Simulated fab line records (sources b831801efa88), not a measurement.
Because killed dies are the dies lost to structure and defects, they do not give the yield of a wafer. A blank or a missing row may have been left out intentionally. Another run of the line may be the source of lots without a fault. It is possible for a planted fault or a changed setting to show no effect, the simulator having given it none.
Which tool was responsible? || flow sky130 || 24 lots with 72 wafers sampled at 5 steps, on a route of 708 steps

## WHAT EACH GAUGE READ, for each wafer
SKY_GATE_OXIDE_THK_MEAS_02. Usual: GATE_OXIDE_OXIDATION_00_THK 10.34 nm, standard deviation 0.2.
{"lot": "L074", "measured": "day 12 11:25", "on": "film metro-02", "GATE_OXIDE_OXIDATION_00_THK (nm)": "10.27 10.20 10.18", "flag": ""}
{"lot": "L075", "measured": "day 12 19:31", "on": "film metro-02", "GATE_OXIDE_OXIDATION_00_THK (nm)": "10.75 10.65 10.64", "flag": ""}
{"lot": "L076", "measured": "day 12 20:37", "on": "film metro-04", "GATE_OXIDE_OXIDATION_00_THK (nm)": "10.29 10.16 10.25", "flag": ""}
{"lot": "L077", "measured": "day 13 12:14", "on": "film metro-04", "GATE_OXIDE_OXIDATION_00_THK (nm)": "10.18 10.19 10.12", "flag": ""}
{"lot": "L078", "measured": "day 13 21:32", "on": "film metro-04", "GATE_OXIDE_OXIDATION_00_THK (nm)": "10.28 10.29 10.17", "flag": ""}
{"lot": "L079", "measured": "day 14 07:28", "on": "film metro-03", "GATE_OXIDE_OXIDATION_00_THK (nm)": "10.52 10.42 10.34", "flag": ""}
{"lot": "L080", "measured": "day 14 12:32", "on": "film metro-02", "GATE_OXIDE_OXIDATION_00_THK (nm)": "10.73 10.30 10.39", "flag": ""}
{"lot": "L081", "measured": "day 14 20:13", "on": "film metro-03", "GATE_OXIDE_OXIDATION_00_THK (nm)": "10.47 10.41 10.51", "flag": ""}
{"lot": "L082", "measured": "day 14 23:41", "on": "film metro-04", "GATE_OXIDE_OXIDATION_00_THK (nm)": "10.17 10.37 10.16", "flag": ""}
{"lot": "L083", "measured": "day 15 12:03", "on": "film metro-04", "GATE_OXIDE_OXIDATION_00_THK (nm)": "10.64 10.53 10.66", "flag": ""}
{"lot": "L084", "measured": "day 15 20:25", "on": "film metro-03", "GATE_OXIDE_OXIDATION_00_THK (nm)": "10.58 10.35 10.34", "flag": ""}
{"lot": "L085", "measured": "day 16 07:06", "on": "film metro-03", "GATE_OXIDE_OXIDATION_00_THK (nm)": "10.38 10.44 10.58", "flag": ""}
{"lot": "L086", "measured": "day 16 14:35", "on": "film metro-03", "GATE_OXIDE_OXIDATION_00_THK (nm)": "10.55 10.58 10.54", "flag": ""}
{"lot": "L087", "measured": "day 16 21:37", "on": "film metro-04", "GATE_OXIDE_OXIDATION_00_THK (nm)": "10.46 10.46 10.36", "flag": ""}
{"lot": "L088", "measured": "day 17 04:52", "on": "film metro-03", "GATE_OXIDE_OXIDATION_00_THK (nm)": "10.24 10.16 10.19", "flag": ""}
{"lot": "L089", "measured": "day 17 14:47", "on": "film metro-02", "GATE_OXIDE_OXIDATION_00_THK (nm)": "10.57 10.60 10.68", "flag": ""}
{"lot": "L090", "measured": "day 19 00:13", "on": "film metro-04", "GATE_OXIDE_OXIDATION_00_THK (nm)": "10.60 10.59 10.59", "flag": ""}
{"lot": "L091", "measured": "day 19 00:13", "on": "film metro-03", "GATE_OXIDE_OXIDATION_00_THK (nm)": "10.61 10.49 10.44", "flag": ""}
{"lot": "L092", "measured": "day 19 14:41", "on": "film metro-04", "GATE_OXIDE_OXIDATION_00_THK (nm)": "9.97 10.22 10.10", "flag": ""}
{"lot": "L093", "measured": "day 19 18:56", "on": "film metro-02", "GATE_OXIDE_OXIDATION_00_THK (nm)": "10.24 10.41 10.28", "flag": ""}
{"lot": "L095", "measured": "day 20 05:25", "on": "film metro-03", "GATE_OXIDE_OXIDATION_00_THK (nm)": "10.00 10.03 10.02", "flag": ""}
{"lot": "L094", "measured": "day 20 10:52", "on": "film metro-02", "GATE_OXIDE_OXIDATION_00_THK (nm)": "10.09 10.16 10.08", "flag": ""}
{"lot": "L096", "measured": "day 20 12:53", "on": "film metro-02", "GATE_OXIDE_OXIDATION_00_THK (nm)": "10.19 10.05 10.20", "flag": ""}
{"lot": "L097", "measured": "day 22 13:16", "on": "film metro-03", "GATE_OXIDE_OXIDATION_00_THK (nm)": "10.12 10.04 10.14", "flag": ""}

SKY_METAL4_CD_MEAS_13: target cd 300 nm. Usual: cd nm 299.7 nm, standard deviation 1.2.
{"lot": "L074", "measured": "day 41 06:18", "on": "cd sem-02", "cd nm (nm)": "300.0 300.8 300.0", "flag": ""}
{"lot": "L075", "measured": "day 41 18:25", "on": "cd sem-01", "cd nm (nm)": "298.5 298.6 297.8", "flag": ""}
{"lot": "L076", "measured": "day 41 15:59", "on": "cd sem-01", "cd nm (nm)": "301.7 303.0 301.0", "flag": ""}
{"lot": "L077", "measured": "day 42 11:40", "on": "cd sem-01", "cd nm (nm)": "300.9 299.9 300.2", "flag": ""}
{"lot": "L078", "measured": "day 42 19:40", "on": "cd sem-01", "cd nm (nm)": "297.8 299.8 298.5", "flag": ""}
{"lot": "L079", "measured": "day 43 05:01", "on": "cd sem-02", "cd nm (nm)": "300.3 298.9 297.9", "flag": ""}
{"lot": "L080", "measured": "day 43 05:32", "on": "cd sem-01", "cd nm (nm)": "300.9 300.4 300.0", "flag": ""}
{"lot": "L081", "measured": "day 43 17:04", "on": "cd sem-01", "cd nm (nm)": "299.7 300.2 299.8", "flag": ""}
{"lot": "L082", "measured": "day 43 17:52", "on": "cd sem-01", "cd nm (nm)": "298.8 300.0 300.7", "flag": ""}
{"lot": "L083", "measured": "day 44 03:50", "on": "cd sem-01", "cd nm (nm)": "297.8 299.1 299.7", "flag": ""}
{"lot": "L084", "measured": "day 44 09:40", "on": "cd sem-02", "cd nm (nm)": "299.6 300.5 301.6", "flag": ""}
{"lot": "L085", "measured": "day 44 15:26", "on": "cd sem-01", "cd nm (nm)": "300.4 299.3 299.1", "flag": ""}
{"lot": "L086", "measured": "day 45 00:50", "on": "cd sem-01", "cd nm (nm)": "301.6 301.7 300.9", "flag": ""}
{"lot": "L087", "measured": "day 45 03:56", "on": "cd sem-02", "cd nm (nm)": "298.9 299.1 299.6", "flag": ""}
{"lot": "L088", "measured": "day 45 08:52", "on": "cd sem-02", "cd nm (nm)": "299.9 299.2 298.8", "flag": ""}
{"lot": "L089", "measured": "day 45 17:00", "on": "cd sem-01", "cd nm (nm)": "298.8 298.9 298.8", "flag": ""}
{"lot": "L090", "measured": "day 46 14:24", "on": "cd sem-01", "cd nm (nm)": "298.5 298.8 296.8", "flag": ""}
{"lot": "L091", "measured": "day 46 19:16", "on": "cd sem-01", "cd nm (nm)": "299.9 299.9 300.3", "flag": ""}
{"lot": "L092", "measured": "day 47 00:11", "on": "cd sem-02", "cd nm (nm)": "299.5 301.3 297.2", "flag": ""}
{"lot": "L093", "measured": "day 47 03:40", "on": "cd sem-01", "cd nm (nm)": "300.3 298.4 299.3", "flag": ""}
{"lot": "L095", "measured": "day 47 15:31", "on": "cd sem-01", "cd nm (nm)": "300.1 299.5 299.0", "flag": ""}
{"lot": "L094", "measured": "day 47 16:31", "on": "cd sem-01", "cd nm (nm)": "298.9 298.8 299.2", "flag": ""}
{"lot": "L096", "measured": "day 47 17:47", "on": "cd sem-01", "cd nm (nm)": "301.1 299.8 299.6", "flag": ""}
{"lot": "L097", "measured": "day 48 21:19", "on": "cd sem-02", "cd nm (nm)": "301.8 301.7 300.7", "flag": ""}

## EACH LOT AND THE TOOL THAT RAN IT (in order: tool; ch and the chambers of the sampled wafers; start)
{"lot": "L074", "SKY_VIA1_STRIP_16": "plasma asher-01 ch 0,1, day 33 09:25", "SKY_VIA3_CMP_02": "cmp-02 ch 0,1,3, day 38 01:36", "SKY_CAP2M_STRIP_14": "plasma asher-01 ch 0,1, day 40 04:46"}
{"lot": "L075", "SKY_VIA1_STRIP_16": "plasma asher-01 ch 0,1, day 33 22:55", "SKY_VIA3_CMP_02": "cmp-02 ch 0,1,2, day 38 14:23", "SKY_CAP2M_STRIP_14": "plasma asher-04 ch 0,1, day 40 17:07"}
{"lot": "L076", "SKY_VIA1_STRIP_16": "plasma asher-03 ch 0,1, day 33 19:56", "SKY_VIA3_CMP_02": "cmp-02 ch 1,2,3, day 38 10:46", "SKY_CAP2M_STRIP_14": "plasma asher-04 ch 0,1, day 40 14:50"}
{"lot": "L077", "SKY_VIA1_STRIP_16": "plasma asher-01 ch 0,1, day 34 16:17", "SKY_VIA3_CMP_02": "cmp-02 ch 0,1,2, day 39 08:08", "SKY_CAP2M_STRIP_14": "plasma asher-01 ch 0,1, day 41 11:25"}
{"lot": "L078", "SKY_VIA1_STRIP_16": "plasma asher-03 ch 0,1, day 35 02:31", "SKY_VIA3_CMP_02": "cmp-01 ch 0,1,2, day 39 16:13", "SKY_CAP2M_STRIP_14": "plasma asher-01 ch 0,1, day 41 19:43"}
{"lot": "L079", "SKY_VIA1_STRIP_16": "plasma asher-02 ch 0,1, day 35 12:55", "SKY_VIA3_CMP_02": "cmp-02 ch 2,3, day 40 02:10", "SKY_CAP2M_STRIP_14": "plasma asher-04 ch 0,1, day 42 05:37"}
{"lot": "L080", "SKY_VIA1_STRIP_16": "plasma asher-02 ch 0,1, day 35 14:53", "SKY_VIA3_CMP_02": "cmp-02 ch 0,1, day 40 03:13", "SKY_CAP2M_STRIP_14": "plasma asher-01 ch 0,1, day 42 05:56"}
{"lot": "L081", "SKY_VIA1_STRIP_16": "plasma asher-03 ch 0,1, day 36 02:46", "SKY_VIA3_CMP_02": "cmp-02 ch 0,2,3, day 40 15:20", "SKY_CAP2M_STRIP_14": "plasma asher-04 ch 0,1, day 42 17:58"}
{"lot": "L082", "SKY_VIA1_STRIP_16": "plasma asher-01 ch 0,1, day 36 04:13", "SKY_VIA3_CMP_02": "cmp-01 ch 1,2, day 40 16:42", "SKY_CAP2M_STRIP_14": "plasma asher-03 ch 0,1, day 42 19:16"}
{"lot": "L083", "SKY_VIA1_STRIP_16": "plasma asher-03 ch 0, day 36 15:47", "SKY_VIA3_CMP_02": "cmp-02 ch 0,3, day 41 03:50", "SKY_CAP2M_STRIP_14": "plasma asher-04 ch 0,1, day 43 05:26"}
{"lot": "L084", "SKY_VIA1_STRIP_16": "plasma asher-02 ch 1, day 36 22:04", "SKY_VIA3_CMP_02": "cmp-02 ch 0,1,3, day 41 09:13", "SKY_CAP2M_STRIP_14": "plasma asher-03 ch 0,1, day 43 10:17"}
{"lot": "L085", "SKY_VIA1_STRIP_16": "plasma asher-01 ch 1, day 37 04:58", "SKY_VIA3_CMP_02": "cmp-02 ch 1,3, day 41 15:57", "SKY_CAP2M_STRIP_14": "plasma asher-03 ch 0,1, day 43 16:25"}
{"lot": "L086", "SKY_VIA1_STRIP_16": "plasma asher-01 ch 0,1, day 37 14:59", "SKY_VIA3_CMP_02": "cmp-01 ch 0,1,2, day 42 03:10", "SKY_CAP2M_STRIP_14": "plasma asher-03 ch 0,1, day 44 02:43"}
{"lot": "L087", "SKY_VIA1_STRIP_16": "plasma asher-02 ch 0,1, day 37 20:36", "SKY_VIA3_CMP_02": "cmp-01 ch 0,1,3, day 42 06:55", "SKY_CAP2M_STRIP_14": "plasma asher-04 ch 0,1, day 44 06:05"}
{"lot": "L088", "SKY_VIA1_STRIP_16": "plasma asher-01 ch 0, day 38 04:08", "SKY_VIA3_CMP_02": "cmp-02 ch 1,2, day 42 12:16", "SKY_CAP2M_STRIP_14": "plasma asher-01 ch 0,1, day 44 11:40"}
{"lot": "L089", "SKY_VIA1_STRIP_16": "plasma asher-03 ch 0,1, day 38 13:53", "SKY_VIA3_CMP_02": "cmp-02 ch 1,2, day 42 21:38", "SKY_CAP2M_STRIP_14": "plasma asher-01 ch 0,1, day 44 20:04"}
{"lot": "L090", "SKY_VIA1_STRIP_16": "plasma asher-03 ch 0,1, day 39 15:28", "SKY_VIA3_CMP_02": "cmp-02 ch 1,2,3, day 43 20:25", "SKY_CAP2M_STRIP_14": "plasma asher-04 ch 0, day 45 17:41"}
{"lot": "L091", "SKY_VIA1_STRIP_16": "plasma asher-01 ch 0,1, day 39 18:43", "SKY_VIA3_CMP_02": "cmp-01 ch 0,2,3, day 44 00:43", "SKY_CAP2M_STRIP_14": "plasma asher-04 ch 0,1, day 45 22:28"}
{"lot": "L092", "SKY_VIA1_STRIP_16": "plasma asher-02 ch 0,1, day 40 02:26", "SKY_VIA3_CMP_02": "cmp-02 ch 2,3, day 44 06:48", "SKY_CAP2M_STRIP_14": "plasma asher-01 ch 0,1, day 46 03:36"}
{"lot": "L093", "SKY_VIA1_STRIP_16": "plasma asher-01 ch 0,1, day 40 06:53", "SKY_VIA3_CMP_02": "cmp-01 ch 1,2,3, day 44 11:40", "SKY_CAP2M_STRIP_14": "plasma asher-04 ch 0,1, day 46 07:27"}
{"lot": "L095", "SKY_VIA1_STRIP_16": "plasma asher-01 ch 0,1, day 40 21:16", "SKY_VIA3_CMP_02": "cmp-01 ch 0,1, day 45 00:02", "SKY_CAP2M_STRIP_14": "plasma asher-04 ch 0,1, day 46 19:44"}
{"lot": "L094", "SKY_VIA1_STRIP_16": "plasma asher-02 ch 0,1, day 40 21:35", "SKY_VIA3_CMP_02": "cmp-02 ch 0,1,3, day 45 00:37", "SKY_CAP2M_STRIP_14": "plasma asher-04 ch 0,1, day 46 20:25"}
{"lot": "L096", "SKY_VIA1_STRIP_16": "plasma asher-02 ch 0, day 40 22:34", "SKY_VIA3_CMP_02": "cmp-01 ch 0,1,3, day 45 02:15", "SKY_CAP2M_STRIP_14": "plasma asher-03 ch 0,1, day 46 21:31"}
{"lot": "L097", "SKY_VIA1_STRIP_16": "plasma asher-03 ch 0,1, day 42 11:34", "SKY_VIA3_CMP_02": "cmp-01 ch 0,1,2, day 46 08:03", "SKY_CAP2M_STRIP_14": "plasma asher-04 ch 0,1, day 48 02:44"}
- SKY_VIA1_STRIP_16: strips in O2/N2.
- SKY_VIA3_CMP_02: polishes SiO2.
- SKY_CAP2M_STRIP_14: strips in O2/N2.

## AS READ BY THE TOOLS THEMSELVES (means over the sampled wafers that have a number; for cases with no such wafer, the mark the record gives instead)
SKY_VIA1_STRIP_16. Usual: drypump motor current A 5.9 A, standard deviation 0.45; oes product au 0.416 a.u., standard deviation 0.0045; strip time to endpoint s 4.468 s, standard deviation 0.027.
{"lot": "L074", "tool": "plasma asher-01", "drypump motor current A (A)": 6.0, "oes product au (a.u.)": 0.411, "strip time to endpoint s (s)": 4.476, "flag": ""}
{"lot": "L075", "tool": "plasma asher-01", "drypump motor current A (A)": 6.4, "oes product au (a.u.)": 0.413, "strip time to endpoint s (s)": 4.427, "flag": ""}
{"lot": "L076", "tool": "plasma asher-03", "drypump motor current A (A)": 5.6, "oes product au (a.u.)": 0.414, "strip time to endpoint s (s)": 4.443, "flag": ""}
{"lot": "L077", "tool": "plasma asher-01", "drypump motor current A (A)": 6.4, "oes product au (a.u.)": 0.416, "strip time to endpoint s (s)": 4.461, "flag": ""}
{"lot": "L078", "tool": "plasma asher-03", "drypump motor current A (A)": 5.8, "oes product au (a.u.)": 0.418, "strip time to endpoint s (s)": 4.475, "flag": ""}
{"lot": "L079", "tool": "plasma asher-02", "drypump motor current A (A)": 5.8, "oes product au (a.u.)": 0.416, "strip time to endpoint s (s)": 4.479, "flag": ""}
{"lot": "L080", "tool": "plasma asher-02", "drypump motor current A (A)": 5.9, "oes product au (a.u.)": 0.415, "strip time to endpoint s (s)": 4.469, "flag": ""}
{"lot": "L081", "tool": "plasma asher-03", "drypump motor current A (A)": 5.5, "oes product au (a.u.)": 0.416, "strip time to endpoint s (s)": 4.485, "flag": ""}
{"lot": "L082", "tool": "plasma asher-01", "drypump motor current A (A)": 6.4, "oes product au (a.u.)": 0.422, "strip time to endpoint s (s)": 4.471, "flag": ""}
{"lot": "L083", "tool": "plasma asher-03", "drypump motor current A (A)": 6.1, "oes product au (a.u.)": 0.415, "strip time to endpoint s (s)": 4.509, "flag": ""}
{"lot": "L084", "tool": "plasma asher-02", "drypump motor current A (A)": 5.9, "oes product au (a.u.)": 0.418, "strip time to endpoint s (s)": 4.502, "flag": ""}
{"lot": "L085", "tool": "plasma asher-01", "drypump motor current A (A)": 5.7, "oes product au (a.u.)": 0.421, "strip time to endpoint s (s)": 4.467, "flag": ""}
{"lot": "L086", "tool": "plasma asher-01", "drypump motor current A (A)": 6.0, "oes product au (a.u.)": 0.419, "strip time to endpoint s (s)": 4.508, "flag": ""}
{"lot": "L087", "tool": "plasma asher-02", "drypump motor current A (A)": 5.9, "oes product au (a.u.)": 0.416, "strip time to endpoint s (s)": 4.475, "flag": ""}
{"lot": "L088", "tool": "plasma asher-01", "drypump motor current A (A)": 6.7, "oes product au (a.u.)": 0.414, "strip time to endpoint s (s)": 4.480, "flag": ""}
{"lot": "L089", "tool": "plasma asher-03", "drypump motor current A (A)": 5.5, "oes product au (a.u.)": 0.416, "strip time to endpoint s (s)": 4.463, "flag": ""}
{"lot": "L090", "tool": "plasma asher-03", "drypump motor current A (A)": 5.8, "oes product au (a.u.)": 0.415, "strip time to endpoint s (s)": 4.456, "flag": ""}
{"lot": "L091", "tool": "plasma asher-01", "drypump motor current A (A)": 6.0, "oes product au (a.u.)": 0.415, "strip time to endpoint s (s)": 4.450, "flag": ""}
{"lot": "L092", "tool": "plasma asher-02", "drypump motor current A (A)": 5.9, "oes product au (a.u.)": 0.413, "strip time to endpoint s (s)": 4.430, "flag": ""}
{"lot": "L093", "tool": "plasma asher-01", "drypump motor current A (A)": 6.0, "oes product au (a.u.)": 0.422, "strip time to endpoint s (s)": 4.498, "flag": ""}
{"lot": "L095", "tool": "plasma asher-01", "drypump motor current A (A)": 6.0, "oes product au (a.u.)": 0.416, "strip time to endpoint s (s)": 4.469, "flag": ""}
{"lot": "L094", "tool": "plasma asher-02", "drypump motor current A (A)": 5.9, "oes product au (a.u.)": 0.419, "strip time to endpoint s (s)": 4.478, "flag": ""}
{"lot": "L096", "tool": "plasma asher-02", "drypump motor current A (A)": 5.8, "oes product au (a.u.)": 0.415, "strip time to endpoint s (s)": 4.457, "flag": ""}
{"lot": "L097", "tool": "plasma asher-03", "drypump motor current A (A)": 5.8, "oes product au (a.u.)": 0.416, "strip time to endpoint s (s)": 4.453, "flag": ""}

SKY_VIA3_CMP_02. Usual: motor current A 11.7 A, standard deviation 0.98; platen rpm 60.00 rpm, standard deviation 0.042.
{"lot": "L074", "tool": "cmp-02", "motor current A (A)": 11.5, "platen rpm (rpm)": 59.99, "flag": ""}
{"lot": "L075", "tool": "cmp-02", "motor current A (A)": 12.0, "platen rpm (rpm)": 60.00, "flag": ""}
{"lot": "L076", "tool": "cmp-02", "motor current A (A)": 11.7, "platen rpm (rpm)": 59.99, "flag": ""}
{"lot": "L077", "tool": "cmp-02", "motor current A (A)": 11.3, "platen rpm (rpm)": 60.07, "flag": ""}
{"lot": "L078", "tool": "cmp-01", "motor current A (A)": 12.5, "platen rpm (rpm)": 59.95, "flag": ""}
{"lot": "L079", "tool": "cmp-02", "motor current A (A)": 11.7, "platen rpm (rpm)": 60.00, "flag": ""}
{"lot": "L080", "tool": "cmp-02", "motor current A (A)": 11.5, "platen rpm (rpm)": 59.98, "flag": ""}
{"lot": "L081", "tool": "cmp-02", "motor current A (A)": 11.7, "platen rpm (rpm)": 60.00, "flag": ""}
{"lot": "L082", "tool": "cmp-01", "motor current A (A)": 11.9, "platen rpm (rpm)": 60.01, "flag": ""}
{"lot": "L083", "tool": "cmp-02", "motor current A (A)": 11.5, "platen rpm (rpm)": 60.04, "flag": ""}
{"lot": "L084", "tool": "cmp-02", "motor current A (A)": 11.3, "platen rpm (rpm)": 59.98, "flag": ""}
{"lot": "L085", "tool": "cmp-02", "motor current A (A)": 11.4, "platen rpm (rpm)": 60.02, "flag": ""}
{"lot": "L086", "tool": "cmp-01", "motor current A (A)": 12.2, "platen rpm (rpm)": 60.02, "flag": ""}
{"lot": "L087", "tool": "cmp-01", "motor current A (A)": 11.0, "platen rpm (rpm)": 59.99, "flag": ""}
{"lot": "L088", "tool": "cmp-02", "motor current A (A)": 11.9, "platen rpm (rpm)": 60.01, "flag": ""}
{"lot": "L089", "tool": "cmp-02", "motor current A (A)": 11.1, "platen rpm (rpm)": 59.98, "flag": ""}
{"lot": "L090", "tool": "cmp-02", "motor current A (A)": 11.6, "platen rpm (rpm)": 60.02, "flag": ""}
{"lot": "L091", "tool": "cmp-01", "motor current A (A)": 12.8, "platen rpm (rpm)": 60.00, "flag": ""}
{"lot": "L092", "tool": "cmp-02", "motor current A (A)": 11.9, "platen rpm (rpm)": 59.97, "flag": ""}
{"lot": "L093", "tool": "cmp-01", "motor current A (A)": 12.2, "platen rpm (rpm)": 60.02, "flag": ""}
{"lot": "L095", "tool": "cmp-01", "motor current A (A)": 10.8, "platen rpm (rpm)": 59.95, "flag": ""}
{"lot": "L094", "tool": "cmp-02", "motor current A (A)": 11.6, "platen rpm (rpm)": 60.03, "flag": ""}
{"lot": "L096", "tool": "cmp-01", "motor current A (A)": 11.1, "platen rpm (rpm)": 60.01, "flag": ""}
{"lot": "L097", "tool": "cmp-01", "motor current A (A)": 12.6, "platen rpm (rpm)": 60.00, "flag": ""}

SKY_CAP2M_STRIP_14. Usual: drypump motor current A 5.7 A, standard deviation 0.49; oes product au 0.710 a.u., standard deviation 0.0043; strip time to endpoint s 12.63 s, standard deviation 0.05.
{"lot": "L074", "tool": "plasma asher-01", "drypump motor current A (A)": 6.0, "oes product au (a.u.)": 0.712, "strip time to endpoint s (s)": 12.57, "flag": ""}
{"lot": "L075", "tool": "plasma asher-04", "drypump motor current A (A)": 5.3, "oes product au (a.u.)": 0.714, "strip time to endpoint s (s)": 12.69, "flag": ""}
{"lot": "L076", "tool": "plasma asher-04", "drypump motor current A (A)": 5.3, "oes product au (a.u.)": 0.710, "strip time to endpoint s (s)": 12.58, "flag": ""}
{"lot": "L077", "tool": "plasma asher-01", "drypump motor current A (A)": 6.4, "oes product au (a.u.)": 0.711, "strip time to endpoint s (s)": 12.55, "flag": ""}
{"lot": "L078", "tool": "plasma asher-01", "drypump motor current A (A)": 6.0, "oes product au (a.u.)": 0.711, "strip time to endpoint s (s)": 12.65, "flag": ""}
{"lot": "L079", "tool": "plasma asher-04", "drypump motor current A (A)": 5.3, "oes product au (a.u.)": 0.710, "strip time to endpoint s (s)": 12.59, "flag": ""}
{"lot": "L080", "tool": "plasma asher-01", "drypump motor current A (A)": 6.0, "oes product au (a.u.)": 0.717, "strip time to endpoint s (s)": 12.66, "flag": ""}
{"lot": "L081", "tool": "plasma asher-04", "drypump motor current A (A)": 5.3, "oes product au (a.u.)": 0.713, "strip time to endpoint s (s)": 12.54, "flag": ""}
{"lot": "L082", "tool": "plasma asher-03", "drypump motor current A (A)": 5.5, "oes product au (a.u.)": 0.710, "strip time to endpoint s (s)": 12.63, "flag": ""}
{"lot": "L083", "tool": "plasma asher-04", "drypump motor current A (A)": 5.3, "oes product au (a.u.)": 0.710, "strip time to endpoint s (s)": 12.58, "flag": ""}
{"lot": "L084", "tool": "plasma asher-03", "drypump motor current A (A)": 5.8, "oes product au (a.u.)": 0.703, "strip time to endpoint s (s)": 12.60, "flag": ""}
{"lot": "L085", "tool": "plasma asher-03", "drypump motor current A (A)": 5.6, "oes product au (a.u.)": 0.708, "strip time to endpoint s (s)": 12.70, "flag": ""}
{"lot": "L086", "tool": "plasma asher-03", "drypump motor current A (A)": 5.8, "oes product au (a.u.)": 0.709, "strip time to endpoint s (s)": 12.65, "flag": ""}
{"lot": "L087", "tool": "plasma asher-04", "drypump motor current A (A)": 5.3, "oes product au (a.u.)": 0.710, "strip time to endpoint s (s)": 12.60, "flag": ""}
{"lot": "L088", "tool": "plasma asher-01", "drypump motor current A (A)": 6.3, "oes product au (a.u.)": 0.708, "strip time to endpoint s (s)": 12.71, "flag": ""}
{"lot": "L089", "tool": "plasma asher-01", "drypump motor current A (A)": 6.0, "oes product au (a.u.)": 0.709, "strip time to endpoint s (s)": 12.61, "flag": ""}
{"lot": "L090", "tool": "plasma asher-04", "drypump motor current A (A)": 5.3, "oes product au (a.u.)": 0.713, "strip time to endpoint s (s)": 12.65, "flag": ""}
{"lot": "L091", "tool": "plasma asher-04", "drypump motor current A (A)": 5.3, "oes product au (a.u.)": 0.711, "strip time to endpoint s (s)": 12.62, "flag": ""}
{"lot": "L092", "tool": "plasma asher-01", "drypump motor current A (A)": 6.4, "oes product au (a.u.)": 0.714, "strip time to endpoint s (s)": 12.67, "flag": ""}
{"lot": "L093", "tool": "plasma asher-04", "drypump motor current A (A)": 5.3, "oes product au (a.u.)": 0.711, "strip time to endpoint s (s)": 12.61, "flag": ""}
{"lot": "L095", "tool": "plasma asher-04", "drypump motor current A (A)": 5.4, "oes product au (a.u.)": 0.706, "strip time to endpoint s (s)": 12.66, "flag": ""}
{"lot": "L094", "tool": "plasma asher-04", "drypump motor current A (A)": 5.3, "oes product au (a.u.)": 0.710, "strip time to endpoint s (s)": 12.63, "flag": ""}
{"lot": "L096", "tool": "plasma asher-03", "drypump motor current A (A)": 5.5, "oes product au (a.u.)": 0.705, "strip time to endpoint s (s)": 12.59, "flag": ""}
{"lot": "L097", "tool": "plasma asher-04", "drypump motor current A (A)": 5.3, "oes product au (a.u.)": 0.709, "strip time to endpoint s (s)": 12.60, "flag": ""}

## THE ANSWER, worked out from the rows above alone
Rule: a lot is off if the mean of its wafers that have a number lies more than 3 standard deviations from the usual mean. A lot without any number at a reading at which 4 lots or more have one is off too. All remaining lots with rows at the step are treated as sound. The gauges are gone through in route order, then the tools' own readings, and for those a lot's mean is taken as printed above. At the first step where some lot is off, the reading lying furthest off is the one used; lots without a number count as furthest.
Across all readings shown, no lot is off: no conclusion can be drawn from this.

## WHAT THE SIMULATOR HAD INSERTED
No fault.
